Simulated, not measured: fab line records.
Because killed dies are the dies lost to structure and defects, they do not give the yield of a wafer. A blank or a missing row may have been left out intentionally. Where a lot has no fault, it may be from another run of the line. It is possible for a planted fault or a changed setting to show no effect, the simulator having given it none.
The tool behind it: which one? / flow sky130 / 6 lots with 18 wafers sampled at 4 steps, on a route of 708 steps

## WHAT THE GAUGES SHOWED, per wafer
SKY_VT_ADJUST_HVTR_CD_MEAS_07 targets a cd of 380 nm.
lot=L383; measured=day 9 16:23; on=cd_sem-02; cd_nm (nm)=379.3 379.5 379.1
lot=L386; measured=day 10 13:21; on=cd_sem-02; cd_nm (nm)=381.7 383.4 381.9
lot=L391; measured=day 12 03:35; on=cd_sem-02; cd_nm (nm)=384.1 382.6 382.6
lot=L393; measured=day 12 20:39; on=cd_sem-01; cd_nm (nm)=379.3 377.9 377.7
lot=L397; measured=day 13 19:17; on=cd_sem-01; cd_nm (nm)=377.0 376.0 377.9
lot=L400; measured=day 14 22:23; on=cd_sem-01; cd_nm (nm)=379.2 380.7 379.2

## TOOL THAT RAN EACH LOT (tool first, then ch and the chambers of the sampled wafers, then the start)
lot=L383; SKY_FIELD_ISO_DEVELOP_12=litho_track-01 ch 0, day 2 11:00; SKY_FIELD_ISO_CMP_27=cmp-02 ch 0,1,2, day 2 15:32; SKY_NWELL_STRIP_25=plasma_asher-04 ch 0,1, day 5 12:27
lot=L386; SKY_FIELD_ISO_DEVELOP_12=litho_track-04 ch 0, day 3 01:00; SKY_FIELD_ISO_CMP_27=cmp-01 ch 1,2, day 3 07:19; SKY_NWELL_STRIP_25=plasma_asher-03 ch 0,1, day 6 05:54
lot=L391; SKY_FIELD_ISO_DEVELOP_12=litho_track-01 ch 0, day 4 03:00; SKY_FIELD_ISO_CMP_27=cmp-02 ch 0,1, day 4 09:34; SKY_NWELL_STRIP_25=plasma_asher-01 ch 0,1, day 7 13:39
lot=L393; SKY_FIELD_ISO_DEVELOP_12=litho_track-01 ch 0, day 4 13:00; SKY_FIELD_ISO_CMP_27=cmp-01 ch 0,1,2, day 4 17:33; SKY_NWELL_STRIP_25=plasma_asher-03 ch 0,1, day 8 02:55
lot=L397; SKY_FIELD_ISO_DEVELOP_12=litho_track-04 ch 0, day 5 09:00; SKY_FIELD_ISO_CMP_27=cmp-01 ch 0,2,3, day 5 13:11; SKY_NWELL_STRIP_25=plasma_asher-01 ch 0,1, day 8 21:37
lot=L400; SKY_FIELD_ISO_DEVELOP_12=litho_track-02 ch 0, day 6 03:00; SKY_FIELD_ISO_CMP_27=cmp-02 ch 0,1,3, day 6 08:26; SKY_NWELL_STRIP_25=plasma_asher-03 ch 0,1, day 9 19:40
- SKY_FIELD_ISO_DEVELOP_12: develop time 60 s.
- SKY_FIELD_ISO_CMP_27: polishes, stops on Si3N4, t overpolish 16 s, target thk 457.8 nm.
- SKY_NWELL_STRIP_25: strips in O2/N2.

## THE ANSWER, worked out from the rows above alone
Rule: usual is defined by the lots themselves. Put in order of their means at a reading, lots are off if they are a third of the lots or fewer, leave a main group of 4 or more, and stand apart from it by a gap of 3 or more times the standard deviation of the main group's means; of several such gaps the widest counts. A main group is skipped when, at the precision printed for the reading in the tables above, its means are all equal. A lot without any number at a reading at which 4 lots or more have one is off too. The other lots that the step has rows for count as sound.
Across all readings shown, no lot is off: no conclusion can be drawn from this.

## WHAT WAS PUT IN BY THE SIMULATOR
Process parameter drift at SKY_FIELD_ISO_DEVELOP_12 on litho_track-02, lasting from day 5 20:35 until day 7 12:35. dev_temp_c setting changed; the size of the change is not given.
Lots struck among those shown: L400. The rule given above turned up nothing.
